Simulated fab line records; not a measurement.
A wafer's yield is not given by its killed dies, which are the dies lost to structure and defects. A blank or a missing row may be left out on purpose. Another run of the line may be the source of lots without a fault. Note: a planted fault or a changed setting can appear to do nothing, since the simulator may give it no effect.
The tool behind it: which one? ; flow sky130 ; 12 lots with 36 wafers sampled at 5 steps, on a route of 708 steps

## WHAT THE GAUGES SHOWED, per wafer
SKY_POLY_GATE_THK_MEAS_01. Usual: POLY_GATE_CVD_00_THK 179.7 nm, standard deviation 1.7.
lot;measured;on;POLY_GATE_CVD_00_THK (nm);flag
L641;day 14 01:50;film_metro-03;182.5 180.6 180.2;
L642;day 14 01:49;film_metro-02;181.4 180.8 180.9;
L646;day 15 22:54;film_metro-01;179.7 179.5 178.9;
L647;day 15 22:56;film_metro-02;179.7 179.7 179.5;
L648;day 16 18:17;film_metro-03;175.4 177.3 176.6;
L649;day 17 09:07;film_metro-03;179.9 178.0 179.9;
L651;day 17 16:22;film_metro-01;182.1 182.7 182.6;
L652;day 18 09:10;film_metro-01;181.0 181.2 180.1;
L654;day 18 16:22;film_metro-01;127.1 128.2 128.9;OFF
L655;day 19 02:17;film_metro-02;125.2 126.1 125.7;OFF
L656;day 19 18:46;film_metro-03;128.0 128.8 127.4;OFF
L664;day 22 05:53;film_metro-02;182.3 181.1 183.4;

SKY_CONTACT_THK_MEAS_26: measures by xrf. Usual: CONTACT_W_THK 348 nm, standard deviation 9.
lot;measured;on;CONTACT_W_THK (nm);flag
L641;day 31 15:32;film_metro-04;354 336 334;
L642;day 31 19:04;film_metro-03;343 339 339;
L646;day 33 10:55;film_metro-03;331 355 336;
L647;day 33 09:33;film_metro-02;348 352 349;
L648;day 34 10:37;film_metro-02;359 344 339;
L649;day 34 23:04;film_metro-02;346 350 351;
L651;day 35 07:47;film_metro-02;346 364 364;
L652;day 35 15:34;film_metro-03;356 338 342;
L654;day 35 22:18;film_metro-03;345 364 346;
L655;day 36 11:03;film_metro-04;332 351 333;
L656;day 37 00:45;film_metro-03;359 339 337;
L664;day 38 23:10;film_metro-03;358 337 336;

## WHAT TOOL EACH LOT RAN ON (gives the tool, then ch and the chambers of the sampled wafers, and finally the start)
lot;SKY_POLY_GATE_CVD_00;SKY_POLY_GATE_ETCH_17;SKY_CONTACT_ETCH_18
L641;lpcvd-01 ch 0, day 14 00:37;rie_si-02 ch 1,3, day 16 10:35;rie_diel-04 ch 0,3, day 31 15:32 or earlier
L642;lpcvd-01 ch 0, day 14 00:37;rie_si-01 ch 0,1, day 16 12:07;rie_diel-02 ch 1,3, day 31 19:04 or earlier
L646;lpcvd-01 ch 0, day 15 21:42;rie_si-01 ch 0,3, day 18 10:16;rie_diel-02 ch 0,3, day 33 10:55 or earlier
L647;lpcvd-01 ch 1, day 15 21:42;rie_si-02 ch 0,3, day 18 09:20;rie_diel-02 ch 0,1,3, day 33 09:33 or earlier
L648;lpcvd-01 ch 0, day 16 17:05;rie_si-01 ch 0,1,2, day 19 10:40;rie_diel-01 ch 0,1,3, day 34 10:37 or earlier
L649;lpcvd-01 ch 0, day 17 07:53;rie_si-02 ch 1,3, day 19 22:41;rie_diel-01 ch 0,3, day 34 23:04 or earlier
L651;lpcvd-01 ch 0, day 17 15:10;rie_si-02 ch 0,2,3, day 20 09:23;rie_diel-02 ch 0,1,3, day 35 07:47 or earlier
L652;lpcvd-01 ch 0, day 18 07:58;rie_si-01 ch 0,2, day 21 00:32;rie_diel-02 ch 0,1,2, day 35 15:34 or earlier
L654;lpcvd-01 ch 1, day 18 15:09;rie_si-01 ch 0,2, day 21 08:35;rie_diel-04 ch 0,1,2, day 35 22:18 or earlier
L655;lpcvd-01 ch 0, day 19 01:04;rie_si-02 ch 0,1, day 21 17:28;rie_diel-02 ch 1,3, day 36 11:03 or earlier
L656;lpcvd-01 ch 0, day 19 17:34;rie_si-01 ch 0,1,2, day 22 09:08;rie_diel-01 ch 2,3, day 37 00:45 or earlier
L664;lpcvd-01 ch 1, day 22 04:41;rie_si-02 ch 0,2,3, day 24 20:16;rie_diel-01 ch 1,2,3, day 38 23:10 or earlier
- SKY_POLY_GATE_CVD_00: deposits poly-Si, target thk 180 nm, time 720 s.
- SKY_POLY_GATE_ETCH_17: etches poly-Si in HBr/Cl2, stops on SiO2, target depth 180 nm, time 70.5 s.
- SKY_CONTACT_ETCH_18: etches Si3N4 in CHF3/O2, stops on TiN, time 39 s, target depth 75 nm.

## AS READ BY THE TOOLS THEMSELVES (means over the sampled wafers that have a number; for cases with no such wafer, the mark the record gives instead)
SKY_POLY_GATE_CVD_00. Usual: pressure_mtorr at 199.9 mTorr, with a standard deviation of 0.36.
lot;tool;pressure_mtorr (mTorr);flag
L641;lpcvd-01;199.9;
L642;lpcvd-01;200.2;
L646;lpcvd-01;200.0;
L647;lpcvd-01;199.9;
L648;lpcvd-01;200.0;
L649;lpcvd-01;199.8;
L651;lpcvd-01;200.1;
L652;lpcvd-01;199.7;
L654;lpcvd-01;100.1;OFF
L655;lpcvd-01;99.8;OFF
L656;lpcvd-01;100.1;OFF
L664;lpcvd-01;199.7;

SKY_POLY_GATE_ETCH_17. Usual: drypump_motor_current_A 5.8 A, standard deviation 0.37; oes_product_au 0.984 a.u., standard deviation 0.0084; throttle_valve_pct 33.683 %, standard deviation 0.0091.
lot;tool;drypump_motor_current_A (A);oes_product_au (a.u.);throttle_valve_pct (%);flag
L641;rie_si-02;5.7;0.970;33.678;
L642;rie_si-01;6.1;0.994;33.680;
L646;rie_si-01;5.9;0.991;33.680;
L647;rie_si-02;5.9;0.980;33.677;
L648;rie_si-01;5.9;0.980;33.689;
L649;rie_si-02;5.6;0.980;33.690;
L651;rie_si-02;5.7;0.993;33.686;
L652;rie_si-01;6.0;0.993;33.683;
L654;rie_si-01;6.0;0.786;33.675;OFF
L655;rie_si-02;6.1;0.776;33.688;OFF
L656;rie_si-01;6.0;0.789;33.679;OFF
L664;rie_si-02;5.7;0.984;33.684;

SKY_CONTACT_ETCH_18. Usual: drypump_motor_current_A 5.6 A, standard deviation 0.44; oes_product_au 0.853 a.u., standard deviation 0.0069; throttle_valve_pct 8.793 %, standard deviation 0.0092.
lot;tool;drypump_motor_current_A (A);oes_product_au (a.u.);throttle_valve_pct (%);flag
L641;rie_diel-04;5.7;0.845;8.792;
L642;rie_diel-02;6.0;0.854;8.796;
L646;rie_diel-02;5.7;0.852;8.785;
L647;rie_diel-02;5.7;0.851;8.793;
L648;rie_diel-01;5.3;0.855;8.792;
L649;rie_diel-01;5.3;0.863;8.790;
L651;rie_diel-02;5.7;0.857;8.786;
L652;rie_diel-02;5.4;0.855;8.799;
L654;rie_diel-04;5.9;0.857;8.802;
L655;rie_diel-02;6.0;0.853;8.792;
L656;rie_diel-01;5.6;0.849;8.792;
L664;rie_diel-01;5.3;0.850;8.794;

## THE ANSWER, worked out from the rows above alone
Rule: take the mean of a lot's wafers that have a number; if it is more than 3 standard deviations from the usual mean, the lot is off. Also off: a lot with no number at a reading for which 4 or more lots have one. The other lots that the step has rows for count as sound. The gauges are gone through in route order, then the tools' own readings, and for those a lot's mean is taken as printed above. The first step at which some lot is off is used, and at that step the reading that is off furthest; a lot without a number counts as furthest.
Off: at SKY_POLY_GATE_THK_MEAS_01 (POLY_GATE_CVD_00_THK), L654, L655, L656.
If a tool, at a process step before that reading, ran all the lots that are off and no sound lot after the first of them, it fits. The gauges at SKY_POLY_GATE_THK_MEAS_01 aren't tried: what is off there is off at SKY_POLY_GATE_CVD_00 too, on other tools, and a gauge's error can't cause that. None of those tried fits.

## WHAT HAD BEEN PUT IN BY THE SIMULATOR
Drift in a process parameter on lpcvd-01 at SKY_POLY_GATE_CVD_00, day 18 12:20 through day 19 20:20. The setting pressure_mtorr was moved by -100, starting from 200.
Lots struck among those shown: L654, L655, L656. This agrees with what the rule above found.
